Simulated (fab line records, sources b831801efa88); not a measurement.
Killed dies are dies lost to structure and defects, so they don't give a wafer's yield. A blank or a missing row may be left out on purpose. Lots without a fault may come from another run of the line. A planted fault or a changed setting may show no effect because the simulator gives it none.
A struck lot beside a sound one | flow sky130 | 33 steps out of a route of 708
Sound: wafers L342.1, L342.2, L342.4. Struck: wafers L337.1, L337.2, L337.4. The cause comes at the end.
At each step with rows: each side's tool, then ch and its chambers, then its first start. Under that, the readings that differ: sound wafers | struck wafers | difference of the means | sigmas: that difference in standard deviations of wafers without a fault.
alike: readings whose means differ by less than 2 such deviations, and words and numbers that are the same on both sides. not compared: withheld readings, readings that some wafer has no value for, bounds like >300 that may hide the same value, and numbers for which the record gives no deviation and whose values overlap.
The two part at a step that has a row with sigmas, a row that says differs or no value, or rows on one side only. Numbers that don't overlap but have no deviation are shown without sigmas and don't part them. A reading that every wafer of one side lacks parts them only if that side has two wafers or more.

first, 9 steps without rows for these wafers: SKY_LI_CONTACT_ETCH_14 (etches BARC in N2/H2, stops on SiO2, time 45.9 s, target depth 60 nm); SKY_LI_CONTACT_ETCH_15 (etches PSG in C4F8/O2/Ar, stops on Si, target depth 600 nm); SKY_LI_CONTACT_STRIP_16 (strips in O2/N2); SKY_LI_CONTACT_CLEAN_17 (cleans in NMP, time 600 s); SKY_LI_CONTACT_PRE_CLEAN_18 (time 5.6 s); SKY_LI_CONTACT_SPUTTER_19 (material Ti, target thk 20 nm, time 106.37 s); SKY_LI_CONTACT_SPUTTER_20 (material TiN, target thk 20 nm, time 80 s); SKY_LI_CONTACT_CVD_21 (deposits W, target thk 400 nm, time 120.56 s); SKY_LI_CONTACT_CMP_24 (polishes, stops on PSG, t overpolish 20 s, target thk 0 nm).
SKY_LOCAL_INTERCONNECT_SPUTTER_00: material TiN, target thk 100 nm, time 83.3 s.
  sound on pvd_sputter-01, day 34 12:40; struck on pvd_sputter-04, day 34 11:29
  alike: throttle_valve_pct
then, 22 steps without rows for these wafers: SKY_LOCAL_INTERCONNECT_DEHYDRATE_03 (time 60 s); SKY_LOCAL_INTERCONNECT_HMDS_04 (prime time 60 s); SKY_LOCAL_INTERCONNECT_COAT_05 (resist thk 60 nm); SKY_LOCAL_INTERCONNECT_COAT_06 (resist thk 450 nm); SKY_LOCAL_INTERCONNECT_SOFTBAKE_07 (time 90 s); SKY_LOCAL_INTERCONNECT_EXPOSE_08 (exposes mask LI1M, target cd 170 nm); SKY_LOCAL_INTERCONNECT_PEB_09; SKY_LOCAL_INTERCONNECT_DEVELOP_10 (develop time 60 s); SKY_LOCAL_INTERCONNECT_ETCH_13 (etches BARC in N2/H2, stops on SiO2, time 45.9 s, target depth 60 nm); SKY_LOCAL_INTERCONNECT_METAL_ETCH_14 (etches TiN in Cl2/BCl3, stops on PSG, target depth 110 nm, time 31.4 s); SKY_LOCAL_INTERCONNECT_STRIP_15 (strips in O2/N2); SKY_LOCAL_INTERCONNECT_STRIP_16 (strips in post etch residue remover, time 1200 s); SKY_LOCAL_INTERCONNECT_CLEAN_17 (cleans in IPA, time 180 s); SKY_LOCAL_INTERCONNECT_CLEAN_18 (cleans in O3/DIW); SKY_CONTACT_CVD_00 (deposits Si3N4, target thk 75 nm); SKY_CONTACT_HDPCVD_02 (deposits SiO2, target thk 565 nm, time 94.2 s); SKY_CONTACT_CMP_04 (polishes SiO2); SKY_CONTACT_DEHYDRATE_06 (time 60 s); SKY_CONTACT_HMDS_07 (prime time 60 s); SKY_CONTACT_COAT_08 (resist thk 60 nm); SKY_CONTACT_COAT_09 (resist thk 450 nm); SKY_CONTACT_SOFTBAKE_10 (time 90 s).
-- the record jumps here: 15 days lie between the struck wafers' starts before and after (it left off in module CONTACT and takes up again in module PAD_OPEN, whose first step shown is number 708 of the route) --
SKY_PAD_OPEN_PROBE_99:
  sound on prober-01, day 49 17:25; struck on prober-02, day 49 13:01
  reading            | sound    | struck      | difference | sigmas
  killed_at_contacts | 24 35 18 | 37 64 66    | +30        | +5
  killed_dies        | 79 89 77 | 106 130 118 | +36        | +4
  killed_on_rim      | 16 12 15 | 26 24 24    | +10        | +3
  alike: killed_at_M0_to_M3, killed_at_M4_up, killed_at_front_end, killed_at_other, killed_open, killed_short

WHERE THEY PART
Only at SKY_PAD_OPEN_PROBE_99, within this record.

WHY: what the simulator had put in
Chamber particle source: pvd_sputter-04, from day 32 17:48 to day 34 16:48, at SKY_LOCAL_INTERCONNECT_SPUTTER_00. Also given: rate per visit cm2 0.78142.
